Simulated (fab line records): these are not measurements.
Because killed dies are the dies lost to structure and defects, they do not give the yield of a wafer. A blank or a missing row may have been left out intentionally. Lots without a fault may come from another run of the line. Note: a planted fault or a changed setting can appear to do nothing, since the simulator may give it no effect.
Which of the tools did it? ; flow gf180mcu ; 45 wafers from 15 lots sampled at 2 of the route's 602 steps

WHAT THE GAUGES READ, wafer by wafer
GF_V1_CD_MEAS_14 targets a cd of 260 nm.
lot;measured;on;cd-nm (nm)
L160;day 18 00:58;cd-sem-01;258.7 260.1 260.0
L162;day 19 17:15;cd-sem-02;260.6 259.8 260.5
L164;day 20 00:16;cd-sem-02;260.2 259.6 259.7
L165;day 20 11:32;cd-sem-02;258.9 258.2 257.5
L166;day 20 12:49;cd-sem-02;260.3 260.4 259.8
L167;day 21 03:19;cd-sem-01;262.1 261.4 261.9
L168;day 21 12:20;cd-sem-02;262.7 261.0 261.6
L169;day 22 00:14;cd-sem-02;257.9 258.4 258.5
L170;day 22 02:07;cd-sem-01;262.3 262.2 263.1
L172;day 22 14:37;cd-sem-02;258.3 258.6 257.8
L173;day 22 22:39;cd-sem-02;259.2 259.7 260.2
L180;day 25 09:27;cd-sem-02;260.0 260.7 259.7

TOOL THAT RAN EACH LOT (tool first, then ch and the chambers of the sampled wafers, then the start)
lot;GF_VT_IMPLANT_EXPOSE_04
L160;iline-stepper-02 ch 0, day 5 05:47
L162;iline-stepper-01 ch 0, day 6 04:19
L164;iline-stepper-02 ch 0, day 6 09:01
L165;iline-stepper-01 ch 0, day 6 17:50
L166;iline-stepper-01 ch 0, day 6 23:59
L167;iline-stepper-02 ch 0, day 7 07:58
L168;iline-stepper-02 ch 0, day 7 10:28
L169;iline-stepper-01 ch 0, day 7 22:16
L170;iline-stepper-02 ch 0, day 7 23:13
L172;iline-stepper-01 ch 0, day 8 11:10
L173;iline-stepper-02 ch 0, day 8 15:28
L177;iline-stepper-01, day 9 13:26
L178;iline-stepper-02, day 9 20:31
L179;iline-stepper-01, day 10 04:46
L180;iline-stepper-02 ch 0, day 10 09:46
- GF_VT_IMPLANT_EXPOSE_04: exposes mask LVPWELL LV AREA, target cd 600 nm.

WHAT THE TOOLS THEMSELVES READ (means of the sampled wafers that have a number; where no wafer has one, the mark that the record gives instead)
GF_VT_IMPLANT_EXPOSE_04.
lot;tool;exposure-dose-mJ-cm2;focus-offset-nm (nm)
L160;iline-stepper-02;140.12;-0.2
L162;iline-stepper-01;140.01;0.2
L164;iline-stepper-02;139.88;0.6
L165;iline-stepper-01;140.05;0.2
L166;iline-stepper-01;140.06;0.3
L167;iline-stepper-02;140.00;-0.4
L168;iline-stepper-02;139.86;-0.1
L169;iline-stepper-01;140.01;0.1
L170;iline-stepper-02;140.04;0.5
L172;iline-stepper-01;139.96;-0.5
L173;iline-stepper-02;140.04;-0.1
L177;iline-stepper-01;-;-
L178;iline-stepper-02;-;-
L179;iline-stepper-01;-;-
L180;iline-stepper-02;140.05;0.9

THE ANSWER, worked out from the rows above alone
Rule: the usual values come from the lots themselves. Put in order of their means at a reading, lots are off if they are a third of the lots or fewer, leave a main group of 4 or more, and stand apart from it by a gap of 3 or more times the standard deviation of the main group's means; of several such gaps the widest counts. Not used: any main group whose means are identical at the precision the tables above print for the reading. A lot without any number at a reading at which 4 lots or more have one is off too. All remaining lots with rows at the step are treated as sound. Order of review: gauges by route order, followed by the tools' own readings, for which a lot's mean as printed above is used. The first step at which some lot is off is used, and at that step the reading that is off furthest; a lot without a number counts as furthest.
Off: L177, L178, L179 (GF_VT_IMPLANT_EXPOSE_04, exposure-dose-mJ-cm2). Without a number there: L177, L178, L179. The main group: mean 140.01, standard deviation 0.072.
A tool fits if, at that step or a process step before it, it ran every lot that is off, and no sound lot after the first of them. No candidate that was tried fits.

WHAT HAD BEEN PUT IN BY THE SIMULATOR
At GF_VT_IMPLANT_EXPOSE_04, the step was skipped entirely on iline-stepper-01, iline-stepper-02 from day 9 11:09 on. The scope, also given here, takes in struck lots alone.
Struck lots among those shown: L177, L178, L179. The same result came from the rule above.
